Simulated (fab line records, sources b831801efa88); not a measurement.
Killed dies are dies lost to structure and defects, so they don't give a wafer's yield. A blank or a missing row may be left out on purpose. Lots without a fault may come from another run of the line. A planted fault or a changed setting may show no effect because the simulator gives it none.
Which tool did it? | flow gf180mcu | 7 lots, 21 wafers sampled, at 1 step of a route of 602

WHAT THE GAUGES READ, wafer by wafer
GF_DUAL_GATE_OVL_MEAS_11.
lot  | measured     | on         | DUAL_GATE_OVL (nm)
L858 | day 8 12:13  | overlay-01 | 0.7 2.4 2.2
L860 | day 9 03:52  | overlay-02 | -1.1 -0.5 -0.7
L866 | day 11 01:16 | overlay-02 | 1.2 1.3 1.2
L868 | day 11 10:33 | overlay-02 | -0.4 -1.1 0.1
L871 | day 12 06:53 | overlay-02 | -0.7 0.0 -0.4
L873 | day 13 00:57 | overlay-01 | 1.8 1.3 0.5
L879 | day 14 11:29 | overlay-02 | -0.7 0.1 0.8

WHICH TOOL RAN EACH LOT (tool, then ch and the chambers of the sampled wafers, then the start)
The record holds no process step before these readings.

THE ANSWER, worked out from the rows above alone
Rule: what is usual is taken from the lots themselves. Put in order of their means at a reading, lots are off if they are a third of the lots or fewer, leave a main group of 4 or more, and stand apart from it by a gap of 3 or more times the standard deviation of the main group's means; of several such gaps the widest counts. A main group whose means are all the same, to the digits that the tables above print for the reading, isn't used. A lot without any number at a reading at which 4 lots or more have one is off too. The other lots that the step has rows for count as sound.
No lot is off at any reading shown: from this, nothing can be told.

WHAT THE SIMULATOR HAD PUT IN
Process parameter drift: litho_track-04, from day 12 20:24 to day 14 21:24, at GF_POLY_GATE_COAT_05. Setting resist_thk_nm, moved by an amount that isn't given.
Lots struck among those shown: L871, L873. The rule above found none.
